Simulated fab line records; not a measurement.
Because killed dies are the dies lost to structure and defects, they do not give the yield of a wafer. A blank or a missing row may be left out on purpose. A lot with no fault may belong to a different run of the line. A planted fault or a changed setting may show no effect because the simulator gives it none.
What tool caused it? + flow gf180mcu + Sampling: 12 lots, 36 wafers, 5 of 602 route steps

== WHAT THE GAUGES SHOWED, per wafer ==
GF_V5_THK_MEAS_03. Usual: for V5_CVD_02_THK the level is 1457 nm and the standard deviation is 19.
| lot  | measured     | on            | V5_CVD_02_THK (nm) | flag |
|------|--------------|---------------|--------------------|------|
| L199 | day 26 10:07 | film metro-04 | 1449 1458 1484     |      |
| L200 | day 26 14:35 | film metro-04 | 1455 1470 1459     |      |
| L207 | day 28 23:10 | film metro-02 | 1441 1441 1469     |      |
| L209 | day 29 13:02 | film metro-02 | 1438 1385 1484     |      |
| L208 | day 29 14:35 | film metro-04 | 1450 1436 1464     |      |
| L210 | day 29 22:03 | film metro-04 | 1455 1395 1485     |      |
| L211 | day 30 06:11 | film metro-04 | 1449 1440 1461     |      |
| L212 | day 30 06:31 | film metro-02 | 1386 1450 1389     |      |
| L218 | day 31 21:17 | film metro-02 | 1433 1463 1471     |      |
| L220 | day 32 07:22 | film metro-02 | 1470 1501 1500     |      |
| L221 | day 32 12:31 | film metro-04 | 1439 1472 1458     |      |
| L222 | day 32 21:30 | film metro-02 | 1426 1475 1461     |      |

== WHICH TOOL RAN EACH LOT (tool, then ch and the chambers of the sampled wafers, then the start) ==
| lot  | GF_MIM_CVD_05                   | GF_MIM_SPUTTER_07            | GF_M5_METAL_ETCH_10               | GF_V5_CVD_02                    |
|------|---------------------------------|------------------------------|-----------------------------------|---------------------------------|
| L199 | pecvd-02 ch 1,2, day 24 13:35   | pvd sputter-04, day 24 13:41 | rie metal-03 ch 0,1, day 26 09:14 | pecvd-01 ch 0,1,2, day 26 10:00 |
| L200 | pecvd-02 ch 1,2, day 24 18:46   | pvd sputter-04, day 24 18:52 | rie metal-04 ch 0,1, day 26 13:43 | pecvd-03 ch 0,1, day 26 14:28   |
| L207 | pecvd-04 ch 0,1,2, day 27 05:35 | pvd sputter-04, day 27 05:41 | rie metal-04 ch 0,1, day 28 22:14 | pecvd-04 ch 0,2, day 28 22:59   |
| L209 | pecvd-02 ch 0,2, day 27 21:04   | pvd sputter-01, day 27 21:09 | rie metal-01 ch 0,1, day 29 12:10 | pecvd-04 ch 0,2, day 29 12:56   |
| L208 | pecvd-04 ch 0,2, day 27 23:08   | pvd sputter-02, day 27 23:14 | rie metal-03 ch 0,1, day 29 13:44 | pecvd-01 ch 0,1,2, day 29 14:29 |
| L210 | pecvd-02 ch 0,1,2, day 28 04:53 | pvd sputter-02, day 28 04:58 | rie metal-03 ch 0,1, day 29 21:10 | pecvd-04 ch 0,1,2, day 29 21:56 |
| L211 | pecvd-02 ch 0,2, day 28 14:09   | pvd sputter-04, day 28 14:15 | rie metal-03 ch 0, day 30 05:17   | pecvd-03 ch 1,2, day 30 06:05   |
| L212 | pecvd-03 ch 0,1, day 28 14:30   | pvd sputter-02, day 28 14:36 | rie metal-01 ch 0,1, day 30 05:41 | pecvd-04 ch 0,2, day 30 06:23   |
| L218 | pecvd-03 ch 1,2, day 30 08:41   | pvd sputter-04, day 30 08:47 | rie metal-01 ch 0,1, day 31 20:23 | pecvd-03 ch 0,2, day 31 21:10   |
| L220 | pecvd-03 ch 0,1, day 30 18:18   | pvd sputter-04, day 30 18:23 | rie metal-03 ch 0,1, day 32 06:31 | pecvd-01 ch 0,1,2, day 32 07:14 |
| L221 | pecvd-04 ch 0,2, day 31 00:33   | pvd sputter-02, day 31 00:41 | rie metal-03 ch 0,1, day 32 11:37 | pecvd-04 ch 0,1, day 32 12:24   |
| L222 | pecvd-02 ch 0,1, day 31 10:35   | pvd sputter-04, day 31 10:40 | rie metal-01 ch 0,1, day 32 20:38 | pecvd-04 ch 1,2, day 32 21:23   |
- GF_MIM_CVD_05: deposits Si3N4, target thk 42 nm, time 29.086 s.
- GF_MIM_SPUTTER_07: material TiN, target thk 60 nm, time 50 s.
- GF_M5_METAL_ETCH_10: etches the open film in Cl2/BCl3, stops on SiO2, target depth 627.5 nm, time 104.6 s.
- GF_V5_CVD_02: deposits SiO2 from TEOS, target thk 1450 nm, time 163.28 s.

== AS READ BY THE TOOLS THEMSELVES (means over the sampled wafers that have a number; for cases with no such wafer, the mark the record gives instead) ==
GF_MIM_CVD_05. Usual: heater power w 596 W, standard deviation 110; rf fwd power W 444.4 W, standard deviation 1.9.
| lot  | tool     | heater power w (W) | rf fwd power W (W) | flag |
|------|----------|--------------------|--------------------|------|
| L199 | pecvd-02 | 543                | 443.2              |      |
| L200 | pecvd-02 | 530                | 443.6              |      |
| L207 | pecvd-04 | 588                | 445.8              |      |
| L209 | pecvd-02 | 574                | 444.6              |      |
| L208 | pecvd-04 | 680                | 444.5              |      |
| L210 | pecvd-02 | 513                | 442.7              |      |
| L211 | pecvd-02 | 543                | 444.4              |      |
| L212 | pecvd-03 | 642                | 444.0              |      |
| L218 | pecvd-03 | 771                | 445.1              |      |
| L220 | pecvd-03 | 631                | 445.6              |      |
| L221 | pecvd-04 | 647                | 445.2              |      |
| L222 | pecvd-02 | 574                | 441.9              |      |

GF_MIM_SPUTTER_07. Usual: throttle valve pct 29.9 %, standard deviation 1.1.
| lot  | tool           | throttle valve pct (%) | flag |
|------|----------------|------------------------|------|
| L199 | pvd sputter-04 | 30.3                   |      |
| L200 | pvd sputter-04 | 30.0                   |      |
| L207 | pvd sputter-04 | 30.2                   |      |
| L209 | pvd sputter-01 | 28.8                   |      |
| L208 | pvd sputter-02 | 30.5                   |      |
| L210 | pvd sputter-02 | 31.6                   |      |
| L211 | pvd sputter-04 | 29.9                   |      |
| L212 | pvd sputter-02 | 31.3                   |      |
| L218 | pvd sputter-04 | 29.9                   |      |
| L220 | pvd sputter-04 | 29.5                   |      |
| L221 | pvd sputter-02 | 30.6                   |      |
| L222 | pvd sputter-04 | 29.1                   |      |

GF_M5_METAL_ETCH_10. Usual: drypump motor current A 5.4 A, standard deviation 0.39; oes product au 0.971 a.u., standard deviation 0.0071; throttle valve pct 28.252 %, standard deviation 0.011.
| lot  | tool         | drypump motor current A (A) | oes product au (a.u.) | throttle valve pct (%) | flag |
|------|--------------|-----------------------------|-----------------------|------------------------|------|
| L199 | rie metal-03 | 5.8                         | 0.969                 | 28.252                 |      |
| L200 | rie metal-04 | 5.0                         | 0.961                 | 28.262                 |      |
| L207 | rie metal-04 | 5.1                         | 0.975                 | 28.253                 |      |
| L209 | rie metal-01 | 5.1                         | 0.968                 | 28.262                 |      |
| L208 | rie metal-03 | 5.8                         | 0.968                 | 28.253                 |      |
| L210 | rie metal-03 | 5.7                         | 0.964                 | 28.264                 |      |
| L211 | rie metal-03 | 5.8                         | 0.973                 | 28.248                 |      |
| L212 | rie metal-01 | 5.1                         | 0.979                 | 28.238                 |      |
| L218 | rie metal-01 | 5.4                         | 0.972                 | 28.251                 |      |
| L220 | rie metal-03 | 5.8                         | 0.971                 | 28.252                 |      |
| L221 | rie metal-03 | 5.8                         | 0.975                 | 28.253                 |      |
| L222 | rie metal-01 | 5.1                         | 0.976                 | 28.245                 |      |

GF_V5_CVD_02. Usual: heater power w 625 W, standard deviation 130; rf fwd power W 598.0 W, standard deviation 1.8.
| lot  | tool     | heater power w (W) | rf fwd power W (W) | flag |
|------|----------|--------------------|--------------------|------|
| L199 | pecvd-01 | 616                | 597.5              |      |
| L200 | pecvd-03 | 499                | 597.1              |      |
| L207 | pecvd-04 | 672                | 597.6              |      |
| L209 | pecvd-04 | 669                | 566.1              | OFF  |
| L208 | pecvd-01 | 648                | 596.6              |      |
| L210 | pecvd-04 | 606                | 566.2              | OFF  |
| L211 | pecvd-03 | 794                | 598.3              |      |
| L212 | pecvd-04 | 694                | 534.7              | OFF  |
| L218 | pecvd-03 | 694                | 599.7              |      |
| L220 | pecvd-01 | 605                | 597.6              |      |
| L221 | pecvd-04 | 505                | 598.6              |      |
| L222 | pecvd-04 | 595                | 598.2              |      |

== THE ANSWER, worked out from the rows above alone ==
Rule: a lot is off if the mean of its wafers that have a number lies more than 3 standard deviations from the usual mean. Also off: a lot with no number at a reading for which 4 or more lots have one. All remaining lots with rows at the step are treated as sound. Order of review: gauges by route order, followed by the tools' own readings, for which a lot's mean as printed above is used. At the first step where some lot is off, the reading lying furthest off is the one used; lots without a number count as furthest.
Off: L209, L210, L212 (GF_V5_CVD_02, rf fwd power W).
A tool fits if, at that step or a process step before it, it ran every lot that is off, and no sound lot after the first of them. Of those tried, none fits.

== WHAT THE SIMULATOR HAD PUT IN ==
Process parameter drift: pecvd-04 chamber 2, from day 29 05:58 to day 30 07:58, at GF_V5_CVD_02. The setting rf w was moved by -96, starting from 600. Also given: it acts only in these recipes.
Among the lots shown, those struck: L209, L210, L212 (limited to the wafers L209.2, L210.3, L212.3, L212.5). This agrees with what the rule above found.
